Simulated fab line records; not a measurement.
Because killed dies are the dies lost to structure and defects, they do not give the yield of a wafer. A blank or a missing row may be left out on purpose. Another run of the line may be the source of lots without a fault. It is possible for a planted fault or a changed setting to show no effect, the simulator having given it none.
2 desks looking at one fault / flow sky130 / numbers are kept per desk, each desk with only its own; the story behind them comes last

## FROM THE METROLOGY DESK
What the gauges read for every lot (on any tool): the sampled wafers with a number, averaged. If a lot's mean is further than 4 standard deviations from the usual mean, the lot is out of limits and carries the mark OUT (the distance appears in the brackets).
Columns: A = cdNm at SKY_METAL1_CD_MEAS_15, usual 140.0 nm; B = VIA1_W_RS at SKY_VIA1_RS_MEAS_22, usual 0.427 ohm/sq
lot=L280; first seen here=day 32 22:01; A=140.5; B=0.433
lot=L279; first seen here=day 32 22:47; A=139.8; B=0.430
lot=L281; first seen here=day 33 07:05; A=139.6; B=0.428
lot=L283; first seen here=day 34 15:01; A=140.8; B=0.426
lot=L285; first seen here=day 34 15:25; A=140.0; B=0.426
lot=L286; first seen here=day 35 07:46; A=139.5; B=0.425
lot=L287; first seen here=day 35 14:38; A=139.2; B=0.415
lot=L294; first seen here=day 37 13:50; A=142.1; B=0.434
lot=L295; first seen here=day 37 19:40; A=141.0; B=0.433
lot=L297; first seen here=day 38 14:20; A=140.3; B=0.425
lot=L298; first seen here=day 38 18:53; A=140.8; B=0.428
lot=L300; first seen here=day 39 07:20; A=138.5; B=0.418
lot=L301; first seen here=day 39 08:28; A=142.0; B=0.428
This desk's finding: nothing out of limits on any of the 13 lots.

## TOOL OWNER'S DESK, plasmaAsher-01
The tool's own readings at SKY_POLY_CUT_STRIP_12 (strips in O2/N2): means of the sampled wafers that have a number, for each lot that ran on this tool. If a lot's mean is further than 4 standard deviations from the usual mean, the lot is out of limits and carries the mark OUT (the distance appears in the brackets).
Columns: A = drypumpMotorCurrentA at SKY_POLY_CUT_STRIP_12, usual 5.7 A; B = oesProductAu at SKY_POLY_CUT_STRIP_12, usual 0.452 a.u.; C = stripTimeToEndpointS at SKY_POLY_CUT_STRIP_12, usual 5.367 s
lot=L281; first seen here=day 24 19:08; A=6.0; B=0.449; C=5.373
lot=L285; first seen here=day 26 06:31; A=6.0; B=0.452; C=5.376
lot=L286; first seen here=day 26 11:57; A=5.7; B=0.450; C=5.364
lot=L287; first seen here=day 27 07:19; A=6.0; B=0.454; C=5.372
lot=L295; first seen here=day 29 17:44; A=6.0; B=0.455; C=5.358
lot=L297; first seen here=day 30 12:54; A=6.0; B=0.459; C=5.372
lot=L300; first seen here=day 31 07:50; A=5.7; B=0.451; C=5.361
This desk's finding: nothing out of limits on any of the 7 lots.

## TAKEN TOGETHER
From the metrology desk's view, nothing was out of limits.
The tool owner's desk saw nothing out of limits.

## WHAT THE SIMULATOR HAD INSERTED
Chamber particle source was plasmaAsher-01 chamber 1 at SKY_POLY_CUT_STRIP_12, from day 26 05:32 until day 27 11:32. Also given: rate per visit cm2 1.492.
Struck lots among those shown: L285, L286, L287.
